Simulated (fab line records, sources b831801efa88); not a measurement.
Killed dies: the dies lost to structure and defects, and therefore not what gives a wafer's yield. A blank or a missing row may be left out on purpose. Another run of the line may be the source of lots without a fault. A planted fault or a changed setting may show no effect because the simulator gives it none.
Which tool was responsible? | flow sky130 | 13 lots, 39 wafers sampled, at 2 steps of a route of 708

## WHAT EACH GAUGE READ, for each wafer
The record lacks any reading of a measuring or inspecting step that a usual standard deviation could be used to judge.

## TOOL THAT RAN EACH LOT (tool first, then ch and the chambers of the sampled wafers, then the start)
lot  | SKY_LDD_HVN_STRIP_09                | SKY_PAD_OPEN_PROBE_99
L869 | plasmaAsher-04 ch 0,1, day 19 15:39 | prober-01, day 44 21:59
L870 | plasmaAsher-04 ch 0,1, day 20 01:18 | prober-02, day 45 08:13
L872 | plasmaAsher-03 ch 0,1, day 21 02:18 | prober-02, day 45 20:10
L873 | plasmaAsher-04 ch 0,1, day 21 12:58 | prober-01, day 46 04:13
L874 | plasmaAsher-04 ch 0,1, day 21 19:19 | prober-02, day 46 08:19
L883 | plasmaAsher-02 ch 0,1, day 25 12:16 | prober-01, day 48 21:38
L884 | plasmaAsher-02 ch 0,1, day 26 00:25 | prober-02, day 49 04:34
L886 | plasmaAsher-04 ch 0,1, day 26 16:49 | prober-02, day 49 11:32
L887 | plasmaAsher-02 ch 0, day 27 02:56   | prober-01, day 49 20:22
L888 | plasmaAsher-03 ch 0,1, day 27 03:17 | prober-02, day 49 22:19
L889 | plasmaAsher-02 ch 0,1, day 27 13:49 | prober-01, day 50 01:20
L891 | plasmaAsher-02 ch 0,1, day 28 01:58 | prober-01, day 50 11:43
L892 | plasmaAsher-04 ch 0,1, day 28 05:19 | prober-02, day 50 12:38
- SKY_LDD_HVN_STRIP_09: strips in O2/N2.
- SKY_PAD_OPEN_PROBE_99

## AS READ BY THE TOOLS THEMSELVES (means over the sampled wafers that have a number; for cases with no such wafer, the mark the record gives instead)
SKY_LDD_HVN_STRIP_09. Usual: drypumpMotorCurrentA 5.8 A, standard deviation 0.51; n2FlowSccm 300.1 sccm, standard deviation 0.87; oesProductAu 0.408 a.u., standard deviation 0.0045; stripTimeToEndpointS 4.130 s, standard deviation 0.013.
lot  | tool           | drypumpMotorCurrentA (A) | n2FlowSccm (sccm) | oesProductAu (a.u.) | stripTimeToEndpointS (s) | flag
L869 | plasmaAsher-04 | 5.9                      | 299.0             | 0.403               | 4.126                    | 
L870 | plasmaAsher-04 | 5.9                      | 300.8             | 0.404               | 4.135                    | 
L872 | plasmaAsher-03 | 6.7                      | 301.1             | 0.406               | 4.133                    | 
L873 | plasmaAsher-04 | 5.9                      | 299.4             | 0.411               | 4.145                    | 
L874 | plasmaAsher-04 | 5.6                      | 320.9             | 0.407               | 4.157                    | OFF
L883 | plasmaAsher-02 | 5.5                      | 300.3             | 0.405               | 4.139                    | 
L884 | plasmaAsher-02 | 5.8                      | 300.2             | 0.408               | 4.125                    | 
L886 | plasmaAsher-04 | 5.9                      | 299.6             | 0.410               | 4.145                    | 
L887 | plasmaAsher-02 | 5.1                      | 299.8             | 0.405               | 4.114                    | 
L888 | plasmaAsher-03 | 6.7                      | 300.5             | 0.407               | 4.118                    | 
L889 | plasmaAsher-02 | 5.5                      | 300.3             | 0.406               | 4.133                    | 
L891 | plasmaAsher-02 | 5.5                      | 299.9             | 0.410               | 4.121                    | 
L892 | plasmaAsher-04 | 5.9                      | 300.3             | 0.410               | 4.132                    | 

SKY_PAD_OPEN_PROBE_99. Usual: killed_at_M0_to_M3 44, standard deviation 7.2; killed_at_M4_up 3.1, standard deviation 1.8; killedAtContacts 24, standard deviation 4.5; killedAtFrontEnd 16, standard deviation 4.4; killedAtOther 0.2, standard deviation 0.42; killedDies 87, standard deviation 8.9; killedOnRim 17, standard deviation 4.1; killedOpen 48, standard deviation 6.4; killedShort 39, standard deviation 6.2.
lot  | tool      | killed_at_M0_to_M3 | killed_at_M4_up | killedAtContacts | killedAtFrontEnd | killedAtOther | killedDies | killedOnRim | killedOpen | killedShort | flag
L869 | prober-01 | 47                 | 3.0             | 23               | 19               | 0.3           | 92         | 18          | 52         | 40          | 
L870 | prober-02 | 45                 | 4.3             | 25               | 16               | 0.3           | 91         | 20          | 47         | 44          | 
L872 | prober-02 | 37                 | 1.7             | 24               | 22               | 1.0           | 85         | 17          | 47         | 38          | 
L873 | prober-01 | 45                 | 4.7             | 26               | 17               | 0.0           | 92         | 23          | 46         | 46          | 
L874 | prober-02 | 44                 | 5.3             | 19               | 11               | 0.0           | 79         | 16          | 46         | 33          | 
L883 | prober-01 | 49                 | 2.7             | 20               | 20               | 0.0           | 91         | 18          | 48         | 43          | 
L884 | prober-02 | 42                 | 2.0             | 22               | 12               | 0.3           | 78         | 12          | 40         | 38          | 
L886 | prober-02 | 37                 | 3.3             | 21               | 12               | 0.0           | 73         | 11          | 42         | 31          | 
L887 | prober-01 | 38                 | 5.0             | 27               | 16               | 0.3           | 86         | 17          | 46         | 40          | 
L888 | prober-02 | 48                 | 1.7             | 19               | 14               | 0.7           | 84         | 21          | 50         | 34          | 
L889 | prober-01 | 40                 | 3.0             | 29               | 22               | 0.3           | 93         | 18          | 53         | 41          | 
L891 | prober-01 | 48                 | 2.0             | 25               | 14               | 0.0           | 89         | 17          | 51         | 38          | 
L892 | prober-02 | 42                 | 3.7             | 23               | 16               | 0.0           | 84         | 17          | 50         | 34          | 

## THE ANSWER, worked out from the rows above alone
Rule: take the mean of a lot's wafers that have a number; if it is more than 3 standard deviations from the usual mean, the lot is off. A lot without any number at a reading at which 4 lots or more have one is off too. Where the step has rows for the other lots, those lots are counted as sound. After the gauges, taken in route order, come the tools' own readings; for these a lot's mean is taken, as printed above. The first step at which some lot is off is used, and at that step the reading that is off furthest; a lot without a number counts as furthest.
Off, at SKY_LDD_HVN_STRIP_09 on n2FlowSccm: L874.
A tool fits if, at that step or a process step before it, it ran every lot that is off, and no sound lot after the first of them. None of those tried fits.

## WHAT HAD BEEN PUT IN BY THE SIMULATOR
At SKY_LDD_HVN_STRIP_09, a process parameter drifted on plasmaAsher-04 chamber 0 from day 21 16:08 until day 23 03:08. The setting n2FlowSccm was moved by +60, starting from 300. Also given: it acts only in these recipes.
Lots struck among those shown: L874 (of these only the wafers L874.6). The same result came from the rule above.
